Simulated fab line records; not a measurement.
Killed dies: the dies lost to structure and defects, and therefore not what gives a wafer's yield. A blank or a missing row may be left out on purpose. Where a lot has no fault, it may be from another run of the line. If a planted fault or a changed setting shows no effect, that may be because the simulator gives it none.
The same fault as seen by 2 desks || flow gf180mcu || what lay behind the numbers comes last; until then each desk has only its own

THE METROLOGY DESK
What the gauges read, lot by lot, whatever tool the lot ran on: means of the sampled wafers that have a number. Marked OUT: a lot whose mean sits more than 4 standard deviations from the usual mean, which makes it out of limits; the brackets give that distance.
Columns: A = CONTACT_W_RS at GF_CONTACT_RS_MEAS_25, usual 0.385 ohm/sq; B = CONTACT_W_THK at GF_CONTACT_THK_MEAS_26, usual 302 nm; C = cdNm at GF_M1_CD_MEAS_14, usual 230.4 nm; D = V1_W_RS at GF_V1_RS_MEAS_24, usual 0.329 ohm/sq
{"lot": "L557", "first seen here": "day 16 07:14", "A": 0.381, "B": 311, "C": 231.6, "D": 0.325}
{"lot": "L559", "first seen here": "day 17 03:47", "A": 0.385, "B": 304, "C": 231.5, "D": 0.325}
{"lot": "L562", "first seen here": "day 18 07:02", "A": 0.384, "B": 302, "C": 231.5, "D": 0.334}
{"lot": "L563", "first seen here": "day 18 15:14", "A": 0.385, "B": 295, "C": 228.3, "D": 0.328}
{"lot": "L564", "first seen here": "day 18 21:23", "A": 0.385, "B": 303, "C": 232.2, "D": 0.331}
{"lot": "L565", "first seen here": "day 19 10:08", "A": 0.384, "B": 295, "C": 230.6, "D": 0.330}
{"lot": "L566", "first seen here": "day 19 16:20", "A": 0.371, "B": 306, "C": 231.2, "D": 0.333}
{"lot": "L567", "first seen here": "day 20 02:11", "A": "0.360 (-6.0) OUT", "B": "328 (+5.0) OUT", "C": 229.3, "D": 0.328}
{"lot": "L568", "first seen here": "day 20 06:43", "A": 0.378, "B": 311, "C": 230.7, "D": 0.329}
{"lot": "L576", "first seen here": "day 23 11:59", "A": 0.384, "B": 303, "C": 228.9, "D": 0.335}
{"lot": "L578", "first seen here": "day 23 21:19", "A": 0.393, "B": 300, "C": 229.0, "D": 0.332}
{"lot": "L579", "first seen here": "day 24 03:23", "A": 0.384, "B": 302, "C": 231.3, "D": 0.329}
This desk finds L567 out of limits, with the earliest case on L567 at day 20 02:11 (CONTACT_W_RS at GF_CONTACT_RS_MEAS_25). In limits: L557, L559, L562, L563, L564, L565, L566, L568, L576, L578, L579.

FOR THE TOOL OWNER'S DESK: cvdW-01
The tool's own readings at GF_CONTACT_CVD_24 (deposits W, target thk 300 nm, time 90.339 s): means of the sampled wafers that have a number, for each lot that ran on this tool. Marked OUT: a lot whose mean sits more than 4 standard deviations from the usual mean, which makes it out of limits; the brackets give that distance.
Columns: A = heaterPowerW at GF_CONTACT_CVD_24, usual 810 W; B = susceptorTempC at GF_CONTACT_CVD_24, usual 399.99 C
{"lot": "L559", "first seen here": "day 17 03:40", "A": 823, "B": 399.81}
{"lot": "L562", "first seen here": "day 18 06:55", "A": 815, "B": 400.42}
{"lot": "L563", "first seen here": "day 18 15:07", "A": 789, "B": 400.08}
{"lot": "L565", "first seen here": "day 19 10:02", "A": 792, "B": 400.24}
{"lot": "L566", "first seen here": "day 19 16:14", "A": 794, "B": "401.95 (+9.8) OUT"}
{"lot": "L567", "first seen here": "day 20 02:04", "A": 845, "B": "403.62 (+18) OUT"}
{"lot": "L568", "first seen here": "day 20 06:37", "A": 806, "B": "401.97 (+9.9) OUT"}
{"lot": "L576", "first seen here": "day 23 11:52", "A": 820, "B": 399.84}
{"lot": "L578", "first seen here": "day 23 21:07", "A": 855, "B": 400.07}
{"lot": "L579", "first seen here": "day 24 03:15", "A": 819, "B": 400.04}
This desk finds L566, L567, L568 out of limits, L566 being first, at day 19 16:14 (susceptorTempC at GF_CONTACT_CVD_24). In limits: L559, L562, L563, L565, L576, L578, L579.

PUT TOGETHER
On L566, L567, L568, at day 19 16:14, an alarm was possible from the tool owner's desk.
The metrology desk could have raised an alarm at day 20 02:11, on L567.
The metrology desk has L566, L568 on record, within its limits.
On cvdW-01, each named lot ran GF_CONTACT_CVD_24.

WHAT WAS PUT IN BY THE SIMULATOR
cvdW-01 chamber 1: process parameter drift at GF_CONTACT_CVD_24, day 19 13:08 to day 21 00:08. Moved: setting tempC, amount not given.
Lots struck among those shown: L566, L567, L568.
Counting hours from when the fault started, the first reading out of limits came at 3 for the tool owner's desk and at 13 for the metrology desk.
